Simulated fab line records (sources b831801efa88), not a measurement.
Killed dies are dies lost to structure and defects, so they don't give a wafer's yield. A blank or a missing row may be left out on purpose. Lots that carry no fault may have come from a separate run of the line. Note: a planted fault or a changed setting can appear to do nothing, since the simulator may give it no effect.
Chamber matching || flow sky130 || SKY_METAL3_ETCH_17 on rie-diel-03: 4 sister chambers
The step etches SiO2 in C4F8/O2/Ar, stops on TiN, time 3.9 s, target depth 15 nm. 27 wafers are shown with their chamber, then 12 later ones without.

WAFERS PAIRED WITH THEIR CHAMBERS
{"wafer": "L077.2", "chamber": 0, "oes-product-au (a.u.)": 0.755}
{"wafer": "L077.4", "chamber": 3, "oes-product-au (a.u.)": 0.755}
{"wafer": "L077.5", "chamber": 3, "oes-product-au (a.u.)": 0.763}
{"wafer": "L078.1", "chamber": 1, "oes-product-au (a.u.)": 0.755}
{"wafer": "L078.2", "chamber": 0, "oes-product-au (a.u.)": 0.744}
{"wafer": "L078.3", "chamber": 2, "oes-product-au (a.u.)": 0.757}
{"wafer": "L078.4", "chamber": 3, "oes-product-au (a.u.)": 0.744}
{"wafer": "L078.5", "chamber": 1, "oes-product-au (a.u.)": 0.751}
{"wafer": "L078.6", "chamber": 0, "oes-product-au (a.u.)": 0.749}
{"wafer": "L081.1", "chamber": 3, "oes-product-au (a.u.)": 0.743}
{"wafer": "L081.3", "chamber": 1, "oes-product-au (a.u.)": 0.755}
{"wafer": "L081.4", "chamber": 2, "oes-product-au (a.u.)": 0.757}
{"wafer": "L082.1", "chamber": 2, "oes-product-au (a.u.)": 0.753}
{"wafer": "L082.5", "chamber": 0, "oes-product-au (a.u.)": 0.752}
{"wafer": "L082.6", "chamber": 3, "oes-product-au (a.u.)": 0.760}
{"wafer": "L085.4", "chamber": 3, "oes-product-au (a.u.)": 0.766}
{"wafer": "L085.5", "chamber": 3, "oes-product-au (a.u.)": 0.764}
{"wafer": "L085.6", "chamber": 0, "oes-product-au (a.u.)": 0.757}
{"wafer": "L084.1", "chamber": 0, "oes-product-au (a.u.)": 0.753}
{"wafer": "L084.4", "chamber": 3, "oes-product-au (a.u.)": 0.755}
{"wafer": "L084.5", "chamber": 1, "oes-product-au (a.u.)": 0.756}
{"wafer": "L086.1", "chamber": 1, "oes-product-au (a.u.)": 0.742}
{"wafer": "L086.3", "chamber": 0, "oes-product-au (a.u.)": 0.750}
{"wafer": "L086.4", "chamber": 2, "oes-product-au (a.u.)": 0.762}
{"wafer": "L089.2", "chamber": 0, "oes-product-au (a.u.)": 0.749}
{"wafer": "L089.3", "chamber": 2, "oes-product-au (a.u.)": 0.757}
{"wafer": "L089.4", "chamber": 1, "oes-product-au (a.u.)": 0.758}

SIGNATURES (averages over the wafers above)
{"reading": "oes-product-au", "chamber 0": 0.75113, "chamber 1": 0.75283, "chamber 2": 0.75720, "chamber 3": 0.75625, "scatter within a chamber": 0.00614}
Rule: a wafer's distance from a chamber is the root of the sum, over the readings, of the square of ((its reading less the chamber's mean) divided by the reading's scatter). The wafer belongs to the nearest chamber; if the next one is less than 2 further off, it can't be placed. The scatter: take each reading less its chamber's mean, square it, sum over the shown wafers, divide by the number of wafers less the number of chambers, and take the root.

WAFERS MISSING THEIR CHAMBER
{"wafer": "L087.1", "oes-product-au (a.u.)": 0.746}
{"wafer": "L087.3", "oes-product-au (a.u.)": 0.751}
{"wafer": "L087.4", "oes-product-au (a.u.)": 0.770}
{"wafer": "L090.2", "oes-product-au (a.u.)": 0.747}
{"wafer": "L090.3", "oes-product-au (a.u.)": 0.766}
{"wafer": "L090.4", "oes-product-au (a.u.)": 0.768}
{"wafer": "L093.3", "oes-product-au (a.u.)": 0.757}
{"wafer": "L093.4", "oes-product-au (a.u.)": 0.761}
{"wafer": "L093.5", "oes-product-au (a.u.)": 0.763}
{"wafer": "L096.4", "oes-product-au (a.u.)": 0.748}
{"wafer": "L096.5", "oes-product-au (a.u.)": 0.762}
{"wafer": "L096.6", "oes-product-au (a.u.)": 0.761}

THE CHAMBER EACH PASSED THROUGH
{"wafer": "L087.1", "from the rows above": "can't be placed: 0 or 1 or 3 or 2", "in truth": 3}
{"wafer": "L087.3", "from the rows above": "can't be placed: 0 or 1 or 3 or 2", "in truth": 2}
{"wafer": "L087.4", "from the rows above": "can't be placed: 2 or 3 or 1 or 0", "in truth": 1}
{"wafer": "L090.2", "from the rows above": "can't be placed: 0 or 1 or 3 or 2", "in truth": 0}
{"wafer": "L090.3", "from the rows above": "can't be placed: 2 or 3 or 1 or 0", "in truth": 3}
{"wafer": "L090.4", "from the rows above": "can't be placed: 2 or 3 or 1 or 0", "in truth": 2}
{"wafer": "L093.3", "from the rows above": "can't be placed: 2 or 3 or 1 or 0", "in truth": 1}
{"wafer": "L093.4", "from the rows above": "can't be placed: 2 or 3 or 1 or 0", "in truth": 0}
{"wafer": "L093.5", "from the rows above": "can't be placed: 2 or 3 or 1 or 0", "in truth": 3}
{"wafer": "L096.4", "from the rows above": "can't be placed: 0 or 1 or 3 or 2", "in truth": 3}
{"wafer": "L096.5", "from the rows above": "can't be placed: 2 or 3 or 1 or 0", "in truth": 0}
{"wafer": "L096.6", "from the rows above": "can't be placed: 2 or 3 or 1 or 0", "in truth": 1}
Correct placement for 0 of the 12. Can't be placed from these rows: 12 (the true chamber is among the candidates in 12). 0 placed wrongly.
